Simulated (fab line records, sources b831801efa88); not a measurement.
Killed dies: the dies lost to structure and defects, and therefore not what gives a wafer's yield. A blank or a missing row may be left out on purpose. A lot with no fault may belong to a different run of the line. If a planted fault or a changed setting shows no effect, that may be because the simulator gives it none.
fab line records -- flow sky130
[record] lots = 11, wafers = 33, lastDay = 50
route steps=708 shown METAL2@502 METAL3@564 METAL4@630 PAD_OPEN@708
lots that met no fault: taken from a fault-free run of the same line
startH: start of the lot's first displayed wafer, in hours after the record's first day -- waitH: time in hours since the lot's previous step -- " identical to the entry in the row above -- L1.1+2: a single row standing in for several wafers -- - no value, or no start given -- * or withheld: withheld -- < > ~ a bound
route shown NAME@n: a module of which the file shows steps, and the number in the route of the first -- usual: the fault-free wafers' mean and standard deviation -- same: alike in all rows -- chamber/n: place in a boat -- sites: per-site readings -- _std_site: standard deviation of those values -- _edge_site: mean of outer sites minus mean of inner sites -- radiusMm: how far each site lies from the wafer's centre -- mask NAME#n: copy n -- behind: the tool/chamber that last shaped the wafer -- hold: reason for holding the lot/hours on hold/outcome of the hold -- device: which transistor (n, p or np) failed to switch -- end of line: tests of these same wafers at the route's end -- a step without rows: its recipe alone -- killed: count of dies lost to structure and defects at first sort (not the wafer's yield) -- map: shows each die of a wafer: x if killed, . if not, _ if none is there
set.NAME: setting as actually run; set.NAME@STEP: the setting as run at that earlier step -- model.NAME: the simulator's own value behind a step, which no gauge read
route steps across a sampled set of lots; one table per step, one row per wafer
services: the hour from which a tool's chamber was out of use, counted from the record's first day as startH (under 0 if before that day), plus the number of hours and why
[[steps]]
[step SKY_METAL2_METAL_ETCH_19]
[recipe] targetDepthA = 3600, stopOn = SiO2, overEtchFrac = 0.3, timeS = 78, chemistry = Cl2/BCl3, resistSidewallDeg = 88, pressureMtorr = 10, icpW = 900, biasW = 48.5, Cl2_flow_sccm = 60, bcl3FlowSccm = 30
[usual] drypumpMotorCurrentA = 5.58/0.15, mfcCl2Sccm = 60.00/0.2, oesProductAu = 0.852/0.0057, throttleValvePct = 22.264/0.0098
lot.wafer,tool,chamber,startH,waitH,drypumpMotorCurrentA,mfcCl2Sccm,oesProductAu,rfHoursCounterH,throttleValvePct
L807.4,rieMetal-01,1,827.14,0.1,5.47,59.96,0.845,-,22.265
L807.5,rieMetal-01,0,827.14,0.1,5.77,60.21,0.843,-,22.258
L807.6,rieMetal-01,1,827.14,0.1,5.49,59.90,0.850,-,22.256
L809.1,rieMetal-01,0,854.01,0.0,5.77,60.30,0.854,10,22.284
L809.4,rieMetal-01,0,854.01,0.0,5.75,60.47,0.849,-,22.257
L809.6,rieMetal-01,1,854.01,0.0,5.49,60.05,0.855,-,22.275
L811.2,rieMetal-01,0,859.25,0.0,5.80,59.98,0.850,10,22.257
L811.5,rieMetal-01,0,859.25,0.0,5.76,60.03,0.849,-,22.273
L811.6,rieMetal-01,1,859.25,0.0,5.48,59.70,0.855,-,22.274
L812.2,rieMetal-04,1,874.87,0.0,5.66,59.93,0.844,15,22.271
L812.4,rieMetal-04,1,874.87,0.0,5.63,59.89,0.850,-,22.283
L812.6,rieMetal-04,1,874.87,0.0,5.65,59.94,0.852,-,22.254
L814.3,rieMetal-04,1,898.45,0.1,5.59,59.92,0.846,-,22.262
L814.5,rieMetal-04,1,898.45,0.1,5.63,59.93,0.848,-,22.273
L814.6,rieMetal-04,0,898.45,0.1,5.30,60.27,0.849,-,22.260
L820.1,rieMetal-01,0,916.93,0.0,5.77,60.06,0.859,13,22.267
L820.4,rieMetal-01,1,916.93,0.0,5.50,59.80,0.860,-,22.261
L820.6,rieMetal-01,1,916.93,0.0,5.48,59.83,0.859,-,22.259
L818.2,rieMetal-01,0,918.17,0.0,5.78,59.86,0.845,13,22.264
L818.3,rieMetal-01,1,918.17,0.0,5.50,59.61,0.860,-,22.289
L818.4,rieMetal-01,0,918.17,0.0,5.77,60.05,0.859,-,22.261
L827.1,rieMetal-03,0,962.76,0.0,5.64,60.09,0.862,18,22.279
L827.3,rieMetal-03,1,962.76,0.0,5.68,60.05,0.849,-,22.274
L827.5,rieMetal-03,0,962.76,0.0,5.64,60.17,0.849,-,22.252
L826.1,rieMetal-04,0,964.26,0.0,5.26,59.88,0.837,13,22.262
L826.2,rieMetal-04,1,964.26,0.0,5.61,59.80,0.847,19,22.271
L826.4,rieMetal-04,0,964.26,0.0,5.29,60.05,0.846,-,22.261
L830.1,rieMetal-01,1,984.07,0.0,5.48,60.29,0.852,9,22.270
L830.4,rieMetal-01,1,984.07,0.0,5.49,60.38,0.849,-,22.272
L830.5,rieMetal-01,1,984.07,0.0,5.49,60.31,0.855,-,22.274
L829.1,rieMetal-03,1,986.52,0.0,5.65,60.03,0.844,10,22.263
L829.2,rieMetal-03,0,986.52,0.0,5.64,59.80,0.854,19,22.272
L829.4,rieMetal-03,0,986.52,0.0,5.63,59.59,0.857,-,22.252
[step SKY_METAL3_OVL_MEAS_14]
[usual] METAL3_OVL = 2/6.2
lot.wafer,tool,chamber,startH,waitH,METAL3_OVL[nm]
L807.4,overlay-02,-,908.65,0.1,-6
L807.5,overlay-02,-,908.65,0.1,1
L807.6,overlay-02,-,908.65,0.1,-10
L809.1,overlay-02,-,934.83,0.1,8
L809.4,overlay-02,-,934.83,0.1,6
L809.6,overlay-02,-,934.83,0.1,6
L811.2,overlay-01,-,938.46,0.1,-6
L811.5,overlay-01,-,938.46,0.1,1
L811.6,overlay-01,-,938.46,0.1,-9
L812.2,overlay-02,-,952.44,0.1,0
L812.4,overlay-02,-,952.44,0.1,-3
L812.6,overlay-02,-,952.44,0.1,1
L814.3,overlay-02,-,973.86,0.1,-4
L814.5,overlay-02,-,973.86,0.1,-13
L814.6,overlay-02,-,973.86,0.1,-1
L820.1,overlay-02,-,993.40,0.1,-3
L820.4,overlay-02,-,993.40,0.1,8
L820.6,overlay-02,-,993.40,0.1,0
L818.2,overlay-02,-,994.69,0.1,9
L818.3,overlay-02,-,994.69,0.1,15
L818.4,overlay-02,-,994.69,0.1,6
L827.1,overlay-01,-,1036.08,0.1,1
L827.3,overlay-01,-,1036.08,0.1,1
L827.5,overlay-01,-,1036.08,0.1,-2
L826.1,overlay-02,-,1036.75,0.1,4
L826.2,overlay-02,-,1036.75,0.1,2
L826.4,overlay-02,-,1036.75,0.1,-1
L830.1,overlay-01,-,1055.38,0.1,10
L830.4,overlay-01,-,1055.38,0.1,11
L830.5,overlay-01,-,1055.38,0.1,9
L829.1,overlay-01,-,1056.20,0.1,13
L829.2,overlay-01,-,1056.20,0.1,5
L829.4,overlay-01,-,1056.20,0.1,14
[step SKY_METAL4_OVL_MEAS_14]
[usual] METAL4_OVL = 1/5.3
lot.wafer,tool,chamber,startH,waitH,METAL4_OVL[nm]
L807.4,overlay-02,-,986.10,0.1,-3
L807.5,overlay-02,-,986.10,0.1,2
L807.6,overlay-02,-,986.10,0.1,-5
L809.1,overlay-01,-,1009.50,0.1,-4
L809.4,overlay-01,-,1009.50,0.1,0
L809.6,overlay-01,-,1009.50,0.1,2
L811.2,overlay-01,-,1013.35,0.1,-3
L811.5,overlay-01,-,1013.35,0.1,-3
L811.6,overlay-01,-,1013.35,0.1,-5
L812.2,overlay-01,-,1026.25,0.1,9
L812.4,overlay-01,-,1026.25,0.1,12
L812.6,overlay-01,-,1026.25,0.1,7
L814.3,overlay-01,-,1046.61,0.1,-2
L814.5,overlay-01,-,1046.61,0.1,-1
L814.6,overlay-01,-,1046.61,0.1,0
L820.1,overlay-01,-,1065.20,0.1,7
L820.4,overlay-01,-,1065.20,0.1,6
L820.6,overlay-01,-,1065.20,0.1,7
L818.2,overlay-02,-,1065.33,0.1,2
L818.3,overlay-02,-,1065.33,0.1,-3
L818.4,overlay-02,-,1065.33,0.1,3
L827.1,overlay-01,-,1104.09,0.1,-4
L827.3,overlay-01,-,1104.09,0.1,-4
L827.5,overlay-01,-,1104.09,0.1,-2
L826.1,overlay-02,-,1104.93,0.1,-2
L826.2,overlay-02,-,1104.93,0.1,2
L826.4,overlay-02,-,1104.93,0.1,9
L830.1,overlay-02,-,1121.65,0.1,-5
L830.4,overlay-02,-,1121.65,0.1,1
L830.5,overlay-02,-,1121.65,0.1,-3
L829.1,overlay-01,-,1122.53,0.1,-1
L829.2,overlay-01,-,1122.53,0.1,3
L829.4,overlay-01,-,1122.53,0.1,2
[step SKY_METAL4_ETCH_16]
[recipe] chemistry = N2/H2, target = BARC, ionEnergyEv = 200, biasW = 100, pressureMtorr = 30, n2FlowSccm = 100, h2FlowSccm = 200, icpW = 500, stopOn = SiO2, timeS = 88.2, targetDepthA = 600
[usual] drypumpMotorCurrentA = 5.56/0.16, n2FlowSccm = 100.00/0.29, oesProductAu = 0.625/0.0047, throttleValvePct = 13.205/0.0091
lot.wafer,tool,chamber,startH,waitH,drypumpMotorCurrentA,n2FlowSccm,oesProductAu,rfHoursCounterH,throttleValvePct
L807.4,rieMetal-04,0,986.18,0.0,5.28,99.92,0.626,-,13.206
L807.5,rieMetal-04,1,986.18,0.0,5.60,100.16,0.615,-,13.199
L807.6,rieMetal-04,0,986.18,0.0,5.29,99.82,0.624,-,13.214
L809.1,rieMetal-04,0,1009.60,0.1,5.29,99.51,0.621,16,13.197
L809.4,rieMetal-04,0,1009.60,0.1,5.31,99.85,0.637,-,13.214
L809.6,rieMetal-04,0,1009.60,0.1,5.30,99.91,0.632,-,13.218
L811.2,rieMetal-04,0,1013.41,0.0,5.31,99.83,0.625,16,13.199
L811.5,rieMetal-04,1,1013.41,0.0,5.60,100.36,0.634,-,13.200
L811.6,rieMetal-04,0,1013.41,0.0,5.30,100.02,0.625,-,13.226
L812.2,rieMetal-03,1,1026.31,0.0,5.65,100.27,0.632,13,13.201
L812.4,rieMetal-03,1,1026.31,0.0,5.63,100.70,0.627,-,13.203
L812.6,rieMetal-03,1,1026.31,0.0,5.67,100.45,0.630,-,13.224
L814.3,rieMetal-03,0,1046.69,0.0,5.60,100.40,0.630,-,13.192
L814.5,rieMetal-03,0,1046.69,0.0,5.61,100.29,0.625,-,13.210
L814.6,rieMetal-03,1,1046.69,0.0,5.66,99.84,0.616,-,13.195
L820.1,rieMetal-04,0,1065.27,0.0,5.29,100.36,0.626,20,13.213
L820.4,rieMetal-04,0,1065.27,0.0,5.30,100.17,0.632,-,13.188
L820.6,rieMetal-04,0,1065.27,0.0,5.31,99.97,0.627,-,13.195
L818.2,rieMetal-03,1,1065.45,0.1,5.65,100.02,0.622,-,13.217
L818.3,rieMetal-03,1,1065.45,0.1,5.62,100.04,0.623,-,13.221
L818.4,rieMetal-03,1,1065.45,0.1,5.65,100.25,0.625,-,13.203
L827.1,rieMetal-04,0,1104.19,0.1,5.29,99.60,0.621,23,13.214
L827.3,rieMetal-04,0,1104.19,0.1,5.29,100.44,0.618,-,13.193
L827.5,rieMetal-04,0,1104.19,0.1,5.28,100.12,0.630,-,13.203
L826.1,rieMetal-03,0,1105.00,0.0,5.64,100.03,0.623,2,13.199
L826.2,rieMetal-03,1,1105.00,0.0,5.67,100.06,0.625,19,13.202
L826.4,rieMetal-03,0,1105.00,0.0,5.64,100.07,0.628,-,13.208
L830.1,rieMetal-03,0,1121.72,0.0,5.64,99.67,0.628,4,13.216
L830.4,rieMetal-03,0,1121.72,0.0,5.62,99.90,0.630,-,13.199
L830.5,rieMetal-03,1,1121.72,0.0,5.63,99.98,0.628,-,13.231
L829.1,rieMetal-03,0,1122.60,0.0,5.61,100.25,0.621,4,13.197
L829.2,rieMetal-03,1,1122.60,0.0,5.72,99.74,0.624,21,13.214
L829.4,rieMetal-03,1,1122.60,0.0,5.68,100.11,0.627,-,13.195
[step SKY_PAD_OPEN_PROBE_99]
[usual] defectLimitedYield = 82.2/1.9, killed_at_M0_to_M3 = 44/6.8, killed_at_M4_up = 3.1/1.8, killedAtContacts = 25/5.2, killedAtFrontEnd = 15/4.1, killedAtOther = 0.3/0.62, killedDies = 88/9.4, killedOpen = 48/7.1, killedShort = 40/6.1, sort_bin_3_pad_short = 0.9/0.38, sort_bin_5_function = 10.5/1.5, sort_bin_6_memory = 6.5/1.2, sort_bin_8_speed = 0.5/0.95, sortNPass = 402/10, sortYieldPct = 81.6/2
[same] grossDies = 492, killedAtBackSide = 0, sort_bin_4_leakage[%] = 0
lot.wafer,tool,chamber,startH,waitH,hold,defectLimitedYield[%],killed_at_M0_to_M3,killed_at_M4_up,killedAtContacts,killedAtFrontEnd,killedAtOther,killedDies,killedOpen,killedShort,sort_bin_3_pad_short[%],sort_bin_5_function[%],sort_bin_6_memory[%],sort_bin_8_speed[%],sortNPass,sortYieldPct[%]
L807.4,prober-02,-,1082.08,0.2,-,82.5,34,1,25,26,0,86,40,46,0.6,11.2,5.7,0.2,405,82.3
L807.5,prober-02,-,1082.13,0.2,-,84.3,27,1,30,19,0,77,42,35,0.8,9.1,5.7,0,415,84.3
L807.6,prober-02,-,1082.18,0.2,-,84.6,38,3,15,20,0,76,33,43,1.2,10.0,4.3,0,416,84.6
L809.1,prober-02,-,1103.18,0.1,-,81.1,49,0,24,20,0,93,49,44,1.4,8.5,8.9,1.0,394,80.1
L809.4,prober-02,-,1103.33,0.2,-,79.9,49,2,31,16,1,99,61,38,0.2,12.2,7.7,0.8,389,79.1
L809.6,prober-02,-,1103.43,0.2,-,82.3,44,2,25,15,1,87,56,30,1.0,12.0,4.7,0.2,404,82.1
L811.2,prober-02,-,1106.23,0.1,-,83.5,46,3,22,9,1,81,41,40,0.8,8.3,7.3,0,411,83.5
L811.5,prober-02,-,1106.38,0.2,-,84.1,39,4,26,9,0,78,36,42,1.4,8.1,6.3,0.2,413,83.9
L811.6,prober-02,-,1106.43,0.2,-,85.4,34,8,18,12,0,72,36,36,0.6,9.8,4.3,0.4,418,85.0
L812.2,prober-01,-,1116.85,0.1,-,81.7,40,6,26,17,1,90,43,47,0.8,11.2,6.3,1.2,396,80.5
L812.4,prober-01,-,1116.95,0.2,-,84.1,36,3,25,14,0,78,41,37,0,10.2,5.7,1.2,408,82.9
L812.6,prober-01,-,1117.05,0.2,-,82.7,42,3,27,13,0,85,44,41,1.6,8.5,7.1,1.8,398,80.9
L814.3,prober-02,-,1134.34,0.2,-,83.3,39,1,30,12,0,82,46,36,0.8,10.6,5.3,0,410,83.3
L814.5,prober-02,-,1134.44,0.2,-,82.5,44,2,27,13,0,86,50,36,1.0,9.3,7.1,0.2,405,82.3
L814.6,prober-02,-,1134.49,0.2,-,77.6,58,4,32,16,0,110,72,38,0.4,13.2,8.7,0.4,380,77.2
L820.1,prober-02,-,1152.55,0.1,awaitDispo/3.4h/release,75.6,80,2,24,14,0,120,51,36,2.8,15.9,5.7,3.7,354,72.0
L820.4,prober-02,-,1152.70,0.2,awaitDispo/3.4h/release,80.5,52,3,29,12,0,96,49,47,0.8,11.0,7.7,1.2,390,79.3
L820.6,prober-02,-,1152.80,0.2,awaitDispo/3.4h/release,85.8,35,2,23,10,0,70,42,27,0,9.8,4.5,4.7,399,81.1
L818.2,prober-01,-,1153.18,0.1,awaitDispo/1.1h/release,77.0,71,6,20,16,0,113,40,42,2.0,16.7,4.3,0.2,378,76.8
L818.3,prober-01,-,1153.23,0.2,awaitDispo/1.1h/release,80.7,42,2,32,19,0,95,50,43,1.0,12.8,5.5,0,397,80.7
L818.4,prober-01,-,1153.28,0.2,awaitDispo/1.1h/release,77.4,75,4,19,13,0,111,42,35,3.0,12.2,7.3,0.2,380,77.2
L827.1,prober-01,-,1185.38,0.1,-,83.1,44,4,21,14,0,83,50,32,0.4,9.6,6.9,0.6,406,82.5
L827.3,prober-01,-,1185.48,0.2,-,83.3,41,1,17,23,0,82,47,35,0.8,9.8,6.1,0.6,407,82.7
L827.5,prober-01,-,1185.58,0.2,-,81.1,47,7,23,16,0,93,59,34,0.8,12.8,5.3,1.0,394,80.1
L826.1,prober-02,-,1185.98,0.1,-,83.3,35,3,30,14,0,82,39,43,1.4,8.1,7.1,0.2,409,83.1
L826.2,prober-02,-,1186.03,0.1,-,85.0,38,1,22,13,0,74,40,33,1.8,7.1,6.1,0.4,416,84.6
L826.4,prober-02,-,1186.13,0.2,-,80.5,47,6,22,21,0,96,52,43,0.8,11.0,7.7,0.4,394,80.1
L830.1,prober-02,-,1197.90,0.1,-,82.9,31,2,35,16,0,84,54,30,0.4,10.4,6.3,0.2,407,82.7
L830.4,prober-02,-,1198.05,0.2,-,80.1,47,4,32,15,0,98,53,45,1.4,8.9,9.6,0,394,80.1
L830.5,prober-02,-,1198.10,0.2,-,81.1,46,6,21,20,0,93,53,39,0.8,10.2,7.9,0.2,398,80.9
L829.1,prober-01,-,1198.64,0.1,-,82.1,43,4,16,25,0,88,39,49,0.8,11.2,5.9,0,404,82.1
L829.2,prober-01,-,1198.69,0.1,-,80.5,41,3,36,16,0,96,54,42,0.6,11.8,7.1,0.6,393,79.9
L829.4,prober-01,-,1198.79,0.2,-,81.7,46,6,25,13,0,90,40,48,0.8,9.6,7.9,0.2,401,81.5
// killed by level:class
L807.4 VIA1:geometricParticle:open=8 POLY_GATE:geometricParticle:short=7 FIELD_ISO:geometricParticle:short=6 FIELD_ISO:geometricParticle:open=6 CONTACT:geometricParticle:open=6 METAL1:geometricParticle:short=6 CONTACT:geometricParticle:short=5 LOCAL_INTERCONNECT:geometricParticle:short=5
L807.5 LI_CONTACT:geometricParticle:open=10 CONTACT:geometricParticle:short=9 VIA1:geometricParticle:open=8 FIELD_ISO:geometricParticle:short=5 LI_CONTACT:geometricParticle:short=5 CONTACT:geometricParticle:open=5 METAL3:geometricParticle:short=5 FIELD_ISO:geometricParticle:open=4
L807.6 VIA1:geometricParticle:open=8 FIELD_ISO:geometricParticle:short=6 POLY_GATE:geometricParticle:short=6 METAL1:geometricParticle:short=6 CONTACT:geometricParticle:open=5 METAL2:geometricParticle:short=5 VIA2:geometricParticle:open=5 LI_CONTACT:geometricParticle:open=4
L809.1 POLY_GATE:geometricParticle:open=9 VIA1:geometricParticle:open=9 CONTACT:geometricParticle:open=9 METAL2:geometricParticle:short=9 LI_CONTACT:geometricParticle:open=6 METAL1:geometricParticle:short=6 CONTACT:geometricParticle:short=5 VIA1:geometricParticle:short=5
L809.4 VIA1:geometricParticle:open=14 CONTACT:geometricParticle:open=13 CONTACT:geometricParticle:short=7 VIA1:geometricParticle:short=7 LI_CONTACT:geometricParticle:open=6 METAL1:geometricParticle:short=6 VIA3:geometricParticle:open=6 VIA2:geometricParticle:open=6
L809.6 VIA1:geometricParticle:open=13 CONTACT:geometricParticle:open=9 LI_CONTACT:geometricParticle:open=8 METAL1:geometricParticle:short=6 VIA1:geometricParticle:short=6 VIA2:geometricParticle:open=6 FIELD_ISO:geometricParticle:open=5 POLY_GATE:geometricParticle:short=5
L811.2 VIA1:geometricParticle:open=10 VIA3:geometricParticle:open=8 CONTACT:geometricParticle:open=7 METAL1:geometricParticle:short=7 METAL2:geometricParticle:short=7 LI_CONTACT:geometricParticle:open=5 POLY_GATE:geometricParticle:open=4 LOCAL_INTERCONNECT:geometricParticle:short=4
L811.5 VIA1:geometricParticle:open=11 LI_CONTACT:geometricParticle:open=9 METAL2:geometricParticle:short=9 VIA2:geometricParticle:open=6 LOCAL_INTERCONNECT:geometricParticle:short=6 CONTACT:geometricParticle:short=6 CONTACT:geometricParticle:open=3 METAL1:geometricParticle:short=3
L811.6 VIA1:geometricParticle:open=9 METAL4:geometricParticle:short=7 CONTACT:geometricParticle:open=6 VIA2:geometricParticle:open=6 LI_CONTACT:geometricParticle:open=5 VIA1:geometricParticle:short=5 FIELD_ISO:geometricParticle:short=4 LI_CONTACT:geometricParticle:short=4
L812.2 METAL1:geometricParticle:short=12 LI_CONTACT:geometricParticle:open=8 VIA1:geometricParticle:open=7 FIELD_ISO:geometricParticle:open=6 CONTACT:geometricParticle:open=6 VIA3:geometricParticle:open=5 LI_CONTACT:geometricParticle:short=4 CONTACT:geometricParticle:short=4
L812.4 LI_CONTACT:geometricParticle:open=13 VIA1:geometricParticle:open=7 FIELD_ISO:geometricParticle:open=6 VIA1:geometricParticle:short=6 FIELD_ISO:geometricParticle:short=5 VIA2:geometricParticle:open=5 METAL1:geometricParticle:short=4 LI_CONTACT:geometricParticle:short=3
L812.6 VIA1:geometricParticle:open=9 VIA1:geometricParticle:short=9 CONTACT:geometricParticle:open=8 LI_CONTACT:geometricParticle:open=7 FIELD_ISO:geometricParticle:short=6 CONTACT:geometricParticle:short=6 VIA2:geometricParticle:open=5 LOCAL_INTERCONNECT:geometricParticle:short=4
L814.3 VIA1:geometricParticle:open=10 CONTACT:geometricParticle:short=9 VIA2:geometricParticle:open=8 LOCAL_INTERCONNECT:geometricParticle:short=6 VIA3:geometricParticle:open=6 CONTACT:geometricParticle:open=5 LI_CONTACT:geometricParticle:open=4 METAL2:geometricParticle:short=4
L814.5 CONTACT:geometricParticle:open=9 LI_CONTACT:geometricParticle:open=8 VIA2:geometricParticle:open=8 VIA1:geometricParticle:open=7 VIA3:geometricParticle:short=6 VIA3:geometricParticle:open=6 METAL3:geometricParticle:short=4 CONTACT:geometricParticle:short=4
L814.6 VIA1:geometricParticle:open=19 VIA3:geometricParticle:open=14 LI_CONTACT:geometricParticle:open=9 CONTACT:geometricParticle:open=9 VIA2:geometricParticle:open=7 POLY_GATE:geometricParticle:open=6 LI_CONTACT:geometricParticle:short=5 CONTACT:geometricParticle:short=5
L820.1 METAL2:unspecified=33 VIA1:geometricParticle:open=14 CONTACT:geometricParticle:open=9 LI_CONTACT:geometricParticle:open=7 METAL1:geometricParticle:short=7 VIA3:geometricParticle:open=7 CONTACT:geometricParticle:short=5 FIELD_ISO:geometricParticle:short=4
L820.4 CONTACT:geometricParticle:short=11 CONTACT:geometricParticle:open=10 VIA1:geometricParticle:open=10 VIA2:geometricParticle:open=10 METAL2:geometricParticle:short=6 FIELD_ISO:geometricParticle:short=5 LI_CONTACT:geometricParticle:open=5 VIA2:geometricParticle:short=5
L820.6 VIA1:geometricParticle:open=10 FIELD_ISO:geometricParticle:open=7 VIA2:geometricParticle:open=6 LI_CONTACT:geometricParticle:open=5 CONTACT:geometricParticle:open=5 LOCAL_INTERCONNECT:geometricParticle:short=4 CONTACT:geometricParticle:short=4 VIA3:geometricParticle:short=4
L818.2 METAL2:unspecified=31 VIA1:geometricParticle:open=10 METAL1:geometricParticle:short=8 FIELD_ISO:geometricParticle:open=7 CONTACT:geometricParticle:open=6 METAL4:geometricParticle:short=5 VIA2:geometricParticle:open=5 FIELD_ISO:geometricParticle:short=4
L818.3 VIA1:geometricParticle:open=15 LI_CONTACT:geometricParticle:open=10 CONTACT:geometricParticle:open=8 VIA1:geometricParticle:short=7 POLY_GATE:geometricParticle:short=6 LOCAL_INTERCONNECT:geometricParticle:short=6 CONTACT:geometricParticle:short=5 FIELD_ISO:geometricParticle:open=4
L818.4 METAL2:unspecified=34 VIA1:geometricParticle:open=12 CONTACT:geometricParticle:open=11 VIA2:geometricParticle:open=8 FIELD_ISO:geometricParticle:short=4 LOCAL_INTERCONNECT:geometricParticle:short=4 METAL1:geometricParticle:short=4 VIA1:geometricParticle:short=4
L827.1 VIA1:geometricParticle:open=12 VIA2:geometricParticle:open=8 CONTACT:geometricParticle:open=7 FIELD_ISO:geometricParticle:short=5 LI_CONTACT:geometricParticle:open=5 LOCAL_INTERCONNECT:geometricParticle:short=5 VIA3:geometricParticle:open=5 METAL1:geometricParticle:short=4
L827.3 VIA1:geometricParticle:open=8 FIELD_ISO:geometricParticle:short=7 POLY_GATE:geometricParticle:open=7 METAL2:geometricParticle:short=7 VIA3:geometricParticle:open=7 LI_CONTACT:geometricParticle:open=6 VIA2:geometricParticle:open=6 CONTACT:geometricParticle:open=5
L827.5 VIA1:geometricParticle:open=13 VIA2:geometricParticle:open=11 LI_CONTACT:geometricParticle:open=7 CONTACT:geometricParticle:short=6 VIA3:geometricParticle:open=6 FIELD_ISO:geometricParticle:short=5 CONTACT:geometricParticle:open=5 METAL2:geometricParticle:short=5
L826.1 CONTACT:geometricParticle:open=13 VIA3:geometricParticle:open=11 LOCAL_INTERCONNECT:geometricParticle:short=7 POLY_GATE:geometricParticle:short=6 METAL1:geometricParticle:short=5 FIELD_ISO:geometricParticle:open=4 LI_CONTACT:geometricParticle:short=4 METAL2:geometricParticle:short=4
L826.2 LI_CONTACT:geometricParticle:open=9 VIA2:geometricParticle:open=7 VIA1:geometricParticle:open=6 CONTACT:geometricParticle:short=5 CONTACT:geometricParticle:open=5 METAL1:geometricParticle:short=5 VIA3:geometricParticle:open=4 FIELD_ISO:geometricParticle:short=3
L826.4 VIA3:geometricParticle:open=13 VIA1:geometricParticle:open=8 FIELD_ISO:geometricParticle:open=7 VIA1:geometricParticle:short=7 POLY_GATE:geometricParticle:open=6 CONTACT:geometricParticle:short=5 CONTACT:geometricParticle:open=5 METAL2:geometricParticle:short=5
L830.1 CONTACT:geometricParticle:open=13 LI_CONTACT:geometricParticle:open=12 VIA1:geometricParticle:open=11 POLY_GATE:geometricParticle:short=5 CONTACT:geometricParticle:short=5 VIA2:geometricParticle:open=5 LOCAL_INTERCONNECT:geometricParticle:short=3 POLY_GATE:geometricParticle:open=3
L830.4 CONTACT:geometricParticle:open=16 VIA1:geometricParticle:open=15 CONTACT:geometricParticle:short=8 METAL1:geometricParticle:short=7 POLY_GATE:geometricParticle:short=5 VIA2:geometricParticle:open=5 VIA1:geometricParticle:short=5 VIA2:geometricParticle:short=5
L830.5 CONTACT:geometricParticle:open=10 VIA1:geometricParticle:open=10 VIA3:geometricParticle:open=9 POLY_GATE:geometricParticle:short=7 LI_CONTACT:geometricParticle:open=7 METAL1:geometricParticle:short=7 FIELD_ISO:geometricParticle:short=5 METAL3:geometricParticle:short=4
L829.1 METAL2:geometricParticle:short=9 FIELD_ISO:geometricParticle:open=8 VIA1:geometricParticle:open=7 VIA1:geometricParticle:short=7 CONTACT:geometricParticle:short=5 CONTACT:geometricParticle:open=5 VIA3:geometricParticle:open=5 FIELD_ISO:geometricParticle:short=4
L829.2 CONTACT:geometricParticle:open=13 LI_CONTACT:geometricParticle:open=9 VIA1:geometricParticle:open=8 VIA2:geometricParticle:open=7 FIELD_ISO:geometricParticle:short=6 POLY_GATE:geometricParticle:open=6 LOCAL_INTERCONNECT:geometricParticle:short=5 METAL1:geometricParticle:short=5
L829.4 METAL1:geometricParticle:short=12 VIA1:geometricParticle:open=10 LOCAL_INTERCONNECT:geometricParticle:short=9 CONTACT:geometricParticle:open=7 CONTACT:geometricParticle:short=6 FIELD_ISO:geometricParticle:open=5 VIA2:geometricParticle:open=4 METAL1:geometricParticle:open=4
[[services]]
tool,chamber,startH,hours,kind
rieMetal-03,-,824.85,1.8,repair
rieMetal-01,-,833.67,0.2,repair
rieMetal-01,-,838.06,1.0,repair
rieMetal-01,-,857.63,1.4,pm
rieMetal-04,-,887.92,1.4,pm
rieMetal-04,-,892.66,4.3,pm
rieMetal-04,-,903.46,2.8,pm
rieMetal-01,0,930.71,13.0,repair
rieMetal-04,1,995.42,-,clean
rieMetal-04,1,995.42,16.6,scheduledDown
rieMetal-04,1,995.42,16.6,ventCycle
rieMetal-03,0,1039.34,3.6,repair
rieMetal-03,0,1060.37,-,clean
rieMetal-03,0,1060.37,15.8,scheduledDown
rieMetal-03,0,1060.37,15.8,ventCycle
rieMetal-04,1,1099.79,15.4,repair
rieMetal-04,0,1114.21,1.5,repair
[[key]]
[firstSign] step = SKY_PAD_OPEN_PROBE_99, reading = sort_bin_3_pad_short, direction = up, sigmas = 4.6, usual = 0.9, struck = 2.6
[effect] step = SKY_PAD_OPEN_PROBE_99, reading = killed_at_M0_to_M3, direction = up, sigmas = 4.6, usual = 44, struck = 75
metAt SKY_METAL2_METAL_ETCH_19
struckLots L818,L820
struckWafers L818.2,L818.4,L820.1
notActingAt SKY_METAL3_OVL_MEAS_14,SKY_METAL4_OVL_MEAS_14,SKY_METAL4_ETCH_16
onsetBetween 859.25 916.93
[fault] kind = chamberParticleSource, tool = rieMetal-01, chamber = 0, onsetH = 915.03, steps = SKY_METAL2_METAL_ETCH_19, ratePerVisitCm2 = 0.96981, endH = 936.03
